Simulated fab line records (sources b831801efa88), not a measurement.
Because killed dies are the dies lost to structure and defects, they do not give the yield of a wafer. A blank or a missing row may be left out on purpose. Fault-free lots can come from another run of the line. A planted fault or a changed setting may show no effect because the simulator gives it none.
2 desks looking at one fault | flow gf180mcu | numbers are kept per desk, each desk with only its own; the story behind them comes last

## FOR THE TOOL OWNER'S DESK: cvd w-02
The tool's own readings at GF_V3_CVD_23 (deposits W, target thk 350 nm, time 104.9 s): means of the sampled wafers that have a number, for each lot that ran on this tool. If a lot's mean is further than 4 standard deviations from the usual mean, the lot is out of limits and carries the mark OUT (the distance appears in the brackets).
Columns: A = chamber pressure Torr at GF_V3_CVD_23, usual 40.00 Torr; B = heater power w at GF_V3_CVD_23, usual 887 W
lot  | first seen here | A     | B
L335 | day 22 20:20    | 40.06 | 828
L339 | day 24 08:02    | 40.01 | 802
L347 | day 27 01:32    | 40.08 | 837
L349 | day 27 14:26    | 40.07 | 819
Finding of this desk: none of the 4 lots has anything out of limits.

## THE METROLOGY DESK
Means of the sampled wafers that have a number, per lot and without regard to the tool the lot ran on: this is what the gauges read. If a lot's mean is further than 4 standard deviations from the usual mean, the lot is out of limits and carries the mark OUT (the distance appears in the brackets).
Columns: A = V3_CVD_00_THK at GF_V3_THK_MEAS_01, usual 604 nm; B = V3_W_RS at GF_V3_RS_MEAS_24, usual 0.325 ohm/sq; C = V3_W_THK at GF_V3_THK_MEAS_25, usual 343 nm
lot  | first seen here | A   | B                | C
L335 | day 21 18:56    | 604 | 0.325            | 337
L337 | day 22 14:50    | 592 | 0.326            | 347
L338 | day 22 21:26    | 599 | 0.321            | 351
L339 | day 23 08:00    | 605 | 0.326            | 345
L340 | day 23 13:13    | 607 | 0.324            | 340
L341 | day 23 23:38    | 602 | 0.327            | 343
L342 | day 24 08:22    | 601 | 0.324            | 340
L347 | day 26 03:19    | 600 | 0.365 (+11) OUT  | 304 (-6.3) OUT
L349 | day 26 16:40    | 606 | 0.346 (+5.9) OUT | 324
L351 | day 27 05:59    | 602 | 0.326            | 343
L352 | day 27 12:54    | 603 | 0.328            | 337
This desk's result: L347, L349 out of limits, first on L347 (V3_W_RS at GF_V3_RS_MEAS_24), day 27 01:39. L335, L337, L338, L339, L340, L341, L342, L351, L352: within limits.

## PUT TOGETHER
The metrology desk could have raised an alarm at day 27 01:39, on L347, L349.
The tool owner's desk saw nothing out of limits.
On record at the tool owner's desk: L347, L349, within its limits.
On cvd w-02, each named lot ran GF_V3_CVD_23.

## WHAT THE SIMULATOR HAD INSERTED
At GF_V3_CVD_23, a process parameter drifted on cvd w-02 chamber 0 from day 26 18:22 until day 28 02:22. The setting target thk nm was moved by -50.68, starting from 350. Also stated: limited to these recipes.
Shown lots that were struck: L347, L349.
Delay in hours, fault start to first out-of-limits reading, per desk: metrology desk 7.
